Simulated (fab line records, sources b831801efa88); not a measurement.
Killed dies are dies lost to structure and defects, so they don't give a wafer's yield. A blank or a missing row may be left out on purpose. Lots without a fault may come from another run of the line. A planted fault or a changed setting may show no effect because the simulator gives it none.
Which tool did it? | flow sky130 | 15 lots, 45 wafers sampled, at 4 steps of a route of 708

WHAT THE GAUGES READ, wafer by wafer
SKY_VT_ADJUST_LVTN_TW_MEAS_21. Usual: VT_ADJUST_LVTN_2_TW 188.4, standard deviation 0.98.
lot  | measured     | on            | VT_ADJUST_LVTN_2_TW | flag
L804 | day 7 11:38  | film_metro-02 | 188.0 189.0 189.4   |
L805 | day 7 19:39  | film_metro-04 | 190.6 189.4 190.2   |
L807 | day 8 09:57  | film_metro-04 | 188.4 188.3 188.5   |
L809 | day 9 02:02  | film_metro-01 | 30.1 30.0 30.1      | OFF
L810 | day 9 06:42  | film_metro-04 | 30.0 30.3 30.2      | OFF
L811 | day 9 10:14  | film_metro-04 | 30.3 30.2 30.1      | OFF
L812 | day 9 16:35  | film_metro-04 | 188.5 188.7 189.1   |
L813 | day 10 01:24 | film_metro-02 | 188.8 188.6 187.4   |
L816 | day 10 23:02 | film_metro-02 | 187.3 188.2 187.8   |
L817 | day 11 03:00 | film_metro-01 | 188.6 187.7 186.7   |
L818 | day 11 09:59 | film_metro-01 | 186.8 187.1 186.7   |
L821 | day 12 20:30 | film_metro-04 | 188.7 189.2 188.8   |
L822 | day 13 10:52 | film_metro-04 | 189.9 190.4 189.7   |
L824 | day 13 23:56 | film_metro-02 | 188.1 189.1 189.0   |
L826 | day 14 03:38 | film_metro-04 | 189.1 189.1 187.9   |

SKY_VIA2_BOW_MEAS_03. Usual: VIA2_BOW 86 um, standard deviation 7.6.
lot  | measured     | on            | VIA2_BOW (um) | flag
L804 | day 34 15:11 | film_metro-01 | 100 97 94     |
L805 | day 35 04:07 | film_metro-02 | 84 85 89      |
L807 | day 35 22:46 | film_metro-01 | 84 86 81      |
L812 | day 37 09:07 | film_metro-01 | 71 85 97      |
L813 | day 37 20:52 | film_metro-02 | 84 73 80      |
L816 | day 38 20:55 | film_metro-03 | 88 85 101     |
L817 | day 39 00:54 | film_metro-03 | 78 76 73      |
L818 | day 39 08:04 | film_metro-02 | 83 80 77      |
L821 | day 40 22:02 | film_metro-03 | 87 91 89      |
L822 | day 41 06:44 | film_metro-02 | 94 88 82      |
L824 | day 42 01:07 | film_metro-01 | 79 80 85      |
L826 | day 42 01:56 | film_metro-03 | 82 89 69      |

WHICH TOOL RAN EACH LOT (tool, then ch and the chambers of the sampled wafers, then the start)
lot  | SKY_VT_ADJUST_LVTN_IMPLANT_19   | SKY_VIA1_SPUTTER_20
L804 | implanter-04 ch 0, day 7 11:23  | pvd_sputter-03, day 33 10:01
L805 | implanter-02 ch 0, day 7 19:24  | pvd_sputter-04, day 33 23:30
L807 | implanter-02 ch 0, day 8 09:42  | pvd_sputter-02, day 34 16:56
L809 | implanter-02, day 9 01:47       | -
L810 | implanter-02, day 9 06:27       | -
L811 | implanter-02, day 9 09:59       | -
L812 | implanter-04 ch 0, day 9 16:21  | pvd_sputter-02, day 36 04:49
L813 | implanter-01 ch 0, day 10 01:10 | pvd_sputter-03, day 36 16:24
L816 | implanter-02 ch 0, day 10 22:47 | pvd_sputter-03, day 37 15:35
L817 | implanter-04 ch 0, day 11 02:47 | pvd_sputter-02, day 37 21:10
L818 | implanter-02 ch 0, day 11 09:45 | pvd_sputter-04, day 38 04:44
L821 | implanter-02 ch 0, day 12 20:16 | pvd_sputter-04, day 39 19:19
L822 | implanter-04 ch 0, day 13 10:39 | pvd_sputter-02, day 40 02:59
L824 | implanter-02 ch 0, day 13 23:41 | pvd_sputter-03, day 40 22:11
L826 | implanter-04 ch 0, day 14 03:23 | pvd_sputter-03, day 40 23:10
- SKY_VT_ADJUST_LVTN_IMPLANT_19
- SKY_VIA1_SPUTTER_20: material TiN, target thk 20 nm, time 80 s.

WHAT THE TOOLS THEMSELVES READ (means of the sampled wafers that have a number; where no wafer has one, the mark that the record gives instead)
SKY_VT_ADJUST_LVTN_IMPLANT_19. Usual: beam_energy_keV 30.003, standard deviation 0.01; beam_on_s 10.02 s, standard deviation 0.18; end_station_pressure_torr 5e-06 Torr, standard deviation 2.9e-07.
lot  | tool         | beam_energy_keV | beam_on_s (s) | end_station_pressure_torr (Torr) | flag
L804 | implanter-04 | 30.000          | 9.97          | 5e-06                            |
L805 | implanter-02 | 30.009          | 9.89          | 5e-06                            |
L807 | implanter-02 | 30.007          | 10.05         | 5e-06                            |
L809 | implanter-02 | -               | -             | -                                | OFF
L810 | implanter-02 | -               | -             | -                                | OFF
L811 | implanter-02 | -               | -             | -                                | OFF
L812 | implanter-04 | 30.004          | 10.04         | 5e-06                            |
L813 | implanter-01 | 30.013          | 9.91          | 5e-06                            |
L816 | implanter-02 | 30.008          | 10.11         | 5e-06                            |
L817 | implanter-04 | 29.999          | 10.29         | 5e-06                            |
L818 | implanter-02 | 30.005          | 9.94          | 5e-06                            |
L821 | implanter-02 | 30.008          | 10.00         | 5e-06                            |
L822 | implanter-04 | 29.991          | 10.20         | 5e-06                            |
L824 | implanter-02 | 30.000          | 9.92          | 5e-06                            |
L826 | implanter-04 | 29.996          | 9.98          | 5e-06                            |

SKY_VIA1_SPUTTER_20. Usual: throttle_valve_pct 29.7 %, standard deviation 0.76.
lot  | tool           | throttle_valve_pct (%) | flag
L804 | pvd_sputter-03 | 29.9                   |
L805 | pvd_sputter-04 | 29.8                   |
L807 | pvd_sputter-02 | 30.5                   |
L812 | pvd_sputter-02 | 29.8                   |
L813 | pvd_sputter-03 | 29.8                   |
L816 | pvd_sputter-03 | 29.1                   |
L817 | pvd_sputter-02 | 29.6                   |
L818 | pvd_sputter-04 | 30.1                   |
L821 | pvd_sputter-04 | 30.1                   |
L822 | pvd_sputter-02 | 29.8                   |
L824 | pvd_sputter-03 | 29.9                   |
L826 | pvd_sputter-03 | 29.4                   |

THE ANSWER, worked out from the rows above alone
Rule: a lot is off if the mean of its wafers that have a number lies more than 3 standard deviations from the usual mean. A lot without any number at a reading at which 4 lots or more have one is off too. The other lots that the step has rows for count as sound. The gauges are gone through in route order, then the tools' own readings, and for those a lot's mean is taken as printed above. The first step at which some lot is off is used, and at that step the reading that is off furthest; a lot without a number counts as furthest.
Off: L809, L810, L811, at SKY_VT_ADJUST_LVTN_TW_MEAS_21 (VT_ADJUST_LVTN_2_TW).
A tool fits if, at a process step before that reading, it ran every lot that is off, and no sound lot after the first of them. The gauges at SKY_VT_ADJUST_LVTN_TW_MEAS_21 aren't tried: what is off there is off at SKY_VT_ADJUST_LVTN_IMPLANT_19 too, on other tools, and a gauge's error can't cause that. None of those tried fits.

WHAT THE SIMULATOR HAD PUT IN
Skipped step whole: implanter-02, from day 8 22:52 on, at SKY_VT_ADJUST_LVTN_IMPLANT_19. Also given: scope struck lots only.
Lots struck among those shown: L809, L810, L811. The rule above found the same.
